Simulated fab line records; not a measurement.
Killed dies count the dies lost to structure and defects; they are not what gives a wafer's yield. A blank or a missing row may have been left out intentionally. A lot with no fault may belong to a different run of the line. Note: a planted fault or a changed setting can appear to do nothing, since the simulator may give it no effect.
A struck lot beside a sound one -- flow gf180mcu -- 44 out of 602 route steps
Sound: wafers L459.2, L459.4, L459.5. Wafers struck: L467.1, L467.5, L467.6. At the end, the cause is stated.
Each step with rows lists, per side, the tool, then ch with its chambers, then its first start. Under that, the readings that differ: sound wafers -- struck wafers -- difference of the means -- sigmas: that difference in standard deviations of wafers without a fault.
alike: readings with means less than 2 such deviations apart, plus words and numbers identical on both sides. not compared: withheld readings, readings lacking a value on some wafer, bounds such as >300 that could conceal the same value, and numbers that have no deviation in the record and whose values overlap.
The two part at a step that has a row with sigmas, a row that says differs or no value, or rows on one side only. Numbers that don't overlap but have no deviation are shown without sigmas and don't part them. Lack of a reading on every wafer of one side parts them only where that side has two or more wafers.

first, 1 step without rows for these wafers: GF_MVSD_IMPLANT_09.
GF_MVSD_STRIP_10: strips in O2/N2.
  sound on plasmaAsher-01 ch 0,1, day 7 02:43; struck on plasmaAsher-03 ch 0,1, day 8 21:00
reading,sound,struck,difference,sigmas
heaterPowerW (W),370 387 377,315 353 316,-50,-2
  alike: drypumpMotorCurrentA, oesProductAu, platenTempC, stripTimeToEndpointS
  not compared: rfHoursCounterH
GF_MVSD_TW_MEAS_11:
  sound on filmMetro-02, day 7 02:49; struck on filmMetro-04, day 8 21:06
  alike: MVSD_TW
then, 7 steps without rows for these wafers: GF_MVPSD_DEHYDRATE_00 (time 60 s); GF_MVPSD_HMDS_01 (prime time 60 s); GF_MVPSD_COAT_02 (resist thk 3000 nm); GF_MVPSD_SOFTBAKE_03; GF_MVPSD_EXPOSE_04 (exposes mask MVPSD, target cd 1000 nm); GF_MVPSD_PEB_05; GF_MVPSD_DEVELOP_06 (develop time 60 s).
GF_MVPSD_OVL_MEAS_07:
  sound on overlay-01, day 7 17:47; struck on overlay-01, day 9 14:06
reading,sound,struck,difference,sigmas
MVPSD_OVL (nm),-1.0 -2.0 -1.1,1.1 1.8 0.8,+2.6,+2
next, for these wafers, 1 step has no rows: GF_MVPSD_IMPLANT_08.
GF_MVPSD_IMPLANT_09:
  sound on implanter-01 ch 0, day 7 17:59; struck on implanter-01 ch 0, day 9 14:17
reading,sound,struck,difference,sigmas
beamEnergyKeV,39.996 40.015 39.995,35.653 35.667 35.667,-4.340,-99 or more
model.implant.rpNm (nm),130.4 130.4 130.4,118.4 118.4 118.4,-12.0,
model.implant.drpNm (nm),51.21 51.21 51.21,47.95 47.95 47.95,-3.26,
  alike: beamOnS, tiltDeg
GF_MVPSD_STRIP_10: strips in O2/N2.
  sound on plasmaAsher-01 ch 0,1, day 7 18:07; struck on plasmaAsher-03 ch 0,1, day 9 14:26
reading,sound,struck,difference,sigmas
stripTimeToEndpointS (s),37.20 37.16 37.17,36.81 36.89 36.90,-0.31,-3
  alike: drypumpMotorCurrentA, heaterPowerW, oesProductAu, platenTempC
  not compared: rfHoursCounterH
GF_MVPSD_TW_MEAS_11:
  sound on filmMetro-01, day 7 18:13; struck on filmMetro-04, day 9 14:32
  alike: MVPSD_TW
then, 7 steps without rows for these wafers: GF_VT_IMPLANT_DEHYDRATE_00 (time 60 s); GF_VT_IMPLANT_HMDS_01 (prime time 60 s); GF_VT_IMPLANT_COAT_02 (resist thk 1000 nm); GF_VT_IMPLANT_SOFTBAKE_03 (time 60 s); GF_VT_IMPLANT_EXPOSE_04 (exposes mask LVPWELL LV AREA, target cd 600 nm); GF_VT_IMPLANT_PEB_05; GF_VT_IMPLANT_DEVELOP_06 (develop time 60 s).
GF_VT_IMPLANT_OVL_MEAS_07:
  sound on overlay-01, day 8 10:32; struck on overlay-01, day 10 07:36
  alike: VT_IMPLANT_OVL
next, for these wafers, 1 step has no rows: GF_VT_IMPLANT_IMPLANT_08.
GF_VT_IMPLANT_STRIP_09: strips in O2/N2.
  sound on plasmaAsher-02 ch 0,1, day 8 10:43; struck on plasmaAsher-03 ch 0,1, day 10 07:47
  alike: drypumpMotorCurrentA, heaterPowerW, oesProductAu, platenTempC, stripTimeToEndpointS
  not compared: rfHoursCounterH
GF_VT_IMPLANT_TW_MEAS_10:
  sound on filmMetro-01, day 8 10:49; struck on filmMetro-04, day 10 07:53
  alike: VT_IMPLANT_TW
then, 7 steps without rows for these wafers: GF_VT_IMPLANT_DEHYDRATE_11 (time 60 s); GF_VT_IMPLANT_HMDS_12 (prime time 60 s); GF_VT_IMPLANT_COAT_13 (resist thk 1000 nm); GF_VT_IMPLANT_SOFTBAKE_14 (time 60 s); GF_VT_IMPLANT_EXPOSE_15 (exposes mask Nwell LV AREA, target cd 860 nm); GF_VT_IMPLANT_PEB_16; GF_VT_IMPLANT_DEVELOP_17 (develop time 60 s).
GF_VT_IMPLANT_OVL_MEAS_18:
  sound on overlay-01, day 9 03:53; struck on overlay-01, day 11 01:10
  alike: VT_IMPLANT_01_OVL
next, for these wafers, 1 step has no rows: GF_VT_IMPLANT_IMPLANT_19.
GF_VT_IMPLANT_STRIP_20: strips in O2/N2.
  sound on plasmaAsher-02 ch 0,1, day 9 04:04; struck on plasmaAsher-02 ch 0,1, day 11 01:21
  alike: drypumpMotorCurrentA, heaterPowerW, oesProductAu, platenTempC, stripTimeToEndpointS
  not compared: rfHoursCounterH
GF_VT_IMPLANT_TW_MEAS_21:
  sound on filmMetro-03, day 9 04:10; struck on filmMetro-03, day 11 01:27
  alike: VT_IMPLANT_2_TW
then, 5 steps without rows for these wafers: GF_VT_IMPLANT_DEHYDRATE_22 (time 60 s); GF_VT_IMPLANT_HMDS_23 (prime time 60 s); GF_VT_IMPLANT_COAT_24 (resist thk 1000 nm); GF_VT_IMPLANT_SOFTBAKE_25 (time 60 s); GF_VT_IMPLANT_EXPOSE_26 (exposes mask LVPWELL HV AREA, target cd 860 nm).
GF_VT_IMPLANT_RS_MEAS_49: measurement is done with a four-point probe.
  sound on filmMetro-04, day 10 15:05; struck on filmMetro-04, day 12 16:22
reading,sound,struck,difference,sigmas
MVPSD_RS (ohm/sq),1170.3 1171.1 1171.8,1161.0 1159.3 1161.5,-10.5,-4
GF_PASSIVATION_PROBE_99:
  rows exist in the record for the sound wafers here (prober-02, day 32 04:26), none for the struck ones

== WHERE THEY PART ==
At GF_MVSD_STRIP_10 first; at GF_PASSIVATION_PROBE_99 last (within this record only).

WHY: what had been put in by the simulator
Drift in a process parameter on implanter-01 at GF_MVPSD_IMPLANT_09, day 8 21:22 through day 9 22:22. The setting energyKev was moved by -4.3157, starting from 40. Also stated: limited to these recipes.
